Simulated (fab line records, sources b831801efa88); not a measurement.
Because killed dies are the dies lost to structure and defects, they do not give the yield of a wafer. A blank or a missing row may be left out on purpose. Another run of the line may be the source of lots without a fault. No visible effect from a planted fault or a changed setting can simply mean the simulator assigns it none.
What tool caused it?    flow sky130    39 wafers from 13 lots sampled at 5 of the route's 708 steps

== WHAT EACH GAUGE READ, for each wafer ==
SKY_VT_ADJUST_HVTR_OVL_MEAS_08. Usual: VT_ADJUST_HVTR_OVL 0.7 nm, standard deviation 1.3.
lot   measured      on          VT_ADJUST_HVTR_OVL (nm)  flag
L706  day 9 08:28   overlay-01  1.5 0.8 -0.4             
L707  day 9 19:16   overlay-01  -0.2 -1.1 -0.1           
L708  day 10 00:04  overlay-02  1.3 -1.2 1.1             
L710  day 11 04:55  overlay-01  2.5 2.3 2.5              
L712  day 12 00:31  overlay-01  -0.7 0.0 -2.4            
L715  day 12 18:50  overlay-02  -1.4 -1.6 0.7            
L716  day 13 07:47  overlay-02  -1.8 -2.3 -0.9           
L718  day 13 09:59  overlay-02  2.1 1.2 0.3              
L717  day 13 10:22  overlay-02  -2.1 -0.6 0.0            
L721  day 14 00:14  overlay-01  1.2 0.6 1.9              
L725  day 15 08:59  overlay-01  2.1 1.4 0.2              
L728  day 16 09:14  overlay-02  2.7 0.5 0.9              
L729  day 16 19:38  overlay-02  -0.8 1.3 1.3             

SKY_SONOS_TUNNEL_OVL_MEAS_08. Usual: SONOS_TUNNEL_OVL 0.9 nm, standard deviation 1.2.
lot   measured      on          SONOS_TUNNEL_OVL (nm)  flag
L706  day 11 06:41  overlay-01  0.0 0.2 1.1            
L707  day 11 18:59  overlay-01  1.9 2.3 -0.8           
L708  day 12 00:26  overlay-01  1.6 3.0 2.8            
L710  day 13 07:10  overlay-02  1.5 0.8 -0.6           
L712  day 14 04:08  overlay-02  -0.3 1.6 2.9           
L715  day 14 22:29  overlay-02  0.5 2.0 2.2            
L716  day 15 13:47  overlay-02  0.6 0.2 0.2            
L718  day 15 16:14  overlay-01  1.0 1.9 0.6            
L717  day 15 16:22  overlay-02  -0.4 1.5 0.5           
L721  day 16 08:14  overlay-02  -0.1 1.4 1.6           
L725  day 17 18:38  overlay-01  3.0 3.1 1.1            
L728  day 18 20:02  overlay-02  1.5 2.2 2.2            
L729  day 19 06:35  overlay-02  1.4 0.8 0.2            

SKY_SONOS_TUNNEL_TW_MEAS_12. Usual: SONOS_TUNNEL_TW 197.1, standard deviation 1.3.
lot   measured      on             SONOS_TUNNEL_TW    flag
L706  day 11 07:08  film metro-02  197.5 196.2 196.5  
L707  day 11 19:26  film metro-01  198.0 197.7 198.4  
L708  day 12 00:53  film metro-02  195.5 195.1 195.4  
L710  day 13 07:37  film metro-01  198.1 199.0 198.5  
L712  day 14 04:35  film metro-01  198.6 197.8 198.5  
L715  day 14 22:56  film metro-03  197.8 196.6 197.5  
L716  day 15 14:15  film metro-01  197.8 198.1 196.4  
L718  day 15 16:41  film metro-01  197.7 197.8 198.4  
L717  day 15 16:50  film metro-03  196.7 196.2 196.7  
L721  day 16 08:41  film metro-02  195.8 194.4 195.5  
L725  day 17 19:07  film metro-02  196.2 195.8 195.4  
L728  day 18 20:29  film metro-02  194.6 195.5 196.4  
L729  day 19 07:04  film metro-03  196.1 196.7 196.2  

SKY_LDD_LDN_TW_MEAS_13. Usual: LDD_LDN_TW 1479, standard deviation 6.
lot   measured      on             LDD_LDN_TW      flag
L706  day 22 18:53  film metro-04  1487 1486 1488  
L707  day 23 07:47  film metro-02  1478 1475 1472  
L708  day 23 19:47  film metro-02  1478 1476 1474  
L710  day 25 05:09  film metro-02  1477 1479 1473  
L712  day 25 21:33  film metro-02  1467 1471 1475  
L715  day 26 20:25  film metro-04  1513 1519 1515  OFF
L716  day 27 14:19  film metro-02  1514 1507 1507  OFF
L718  day 27 16:22  film metro-04  1487 1485 1492  
L717  day 27 16:18  film metro-02  1514 1511 1516  OFF
L721  day 28 05:00  film metro-04  1476 1470 1474  
L725  day 29 14:46  film metro-04  1475 1472 1484  
L728  day 30 10:45  film metro-03  1482 1482 1478  
L729  day 31 05:57  film metro-04  1479 1481 1483  

== WHAT TOOL EACH LOT RAN ON (gives the tool, then ch and the chambers of the sampled wafers, and finally the start) ==
lot   SKY_LDD_LDN_IMPLANT_08
L706  implanter-01 ch 0, day 22 18:11
L707  implanter-01 ch 0, day 23 07:05
L708  implanter-04 ch 0, day 23 19:05
L710  implanter-03 ch 0, day 25 04:27
L712  implanter-04 ch 0, day 25 20:52
L715  implanter-01 ch 0, day 26 19:45
L716  implanter-01 ch 0, day 27 13:38
L718  implanter-03 ch 0, day 27 15:40
L717  implanter-01 ch 0, day 27 15:36
L721  implanter-03 ch 0, day 28 04:18
L725  implanter-04 ch 0, day 29 14:04
L728  implanter-01 ch 0, day 30 10:03
L729  implanter-03 ch 0, day 31 05:16
- SKY_LDD_LDN_IMPLANT_08

== WHAT THE TOOLS THEMSELVES READ (means of the sampled wafers that have a number; where no wafer has one, the mark that the record gives instead) ==
SKY_LDD_LDN_IMPLANT_08. Usual: beam energy keV 14.999, standard deviation 0.0043; faraday current uA 70.5, standard deviation 1.3.
lot   tool          beam energy keV  faraday current uA  flag
L706  implanter-01  15.003           70.1                
L707  implanter-01  14.994           70.7                
L708  implanter-04  14.995           69.7                
L710  implanter-03  14.994           72.1                
L712  implanter-04  15.000           71.0                
L715  implanter-01  19.649           68.9                OFF
L716  implanter-01  19.642           70.9                OFF
L718  implanter-03  14.991           72.5                
L717  implanter-01  19.650           70.6                OFF
L721  implanter-03  14.995           70.3                
L725  implanter-04  15.001           71.0                
L728  implanter-01  15.003           68.6                
L729  implanter-03  15.002           70.6                

== THE ANSWER, worked out from the rows above alone ==
Rule: lot off if the mean of its wafers having a number is beyond 3 standard deviations from the usual mean. A lot without any number at a reading at which 4 lots or more have one is off too. Where the step has rows for the other lots, those lots are counted as sound. After the gauges, taken in route order, come the tools' own readings; for these a lot's mean is taken, as printed above. The first step at which some lot is off is used, and at that step the reading that is off furthest; a lot without a number counts as furthest.
Off: L715, L716, L717, at SKY_LDD_LDN_TW_MEAS_13 (LDD_LDN_TW).
A tool fits if, at a process step before that reading, it ran every lot that is off, and no sound lot after the first of them. The gauges at SKY_LDD_LDN_TW_MEAS_13 aren't tried: what is off there is off at SKY_LDD_LDN_IMPLANT_08 too, on other tools, and a gauge's error can't cause that. No candidate that was tried fits.

== WHAT THE SIMULATOR HAD INSERTED ==
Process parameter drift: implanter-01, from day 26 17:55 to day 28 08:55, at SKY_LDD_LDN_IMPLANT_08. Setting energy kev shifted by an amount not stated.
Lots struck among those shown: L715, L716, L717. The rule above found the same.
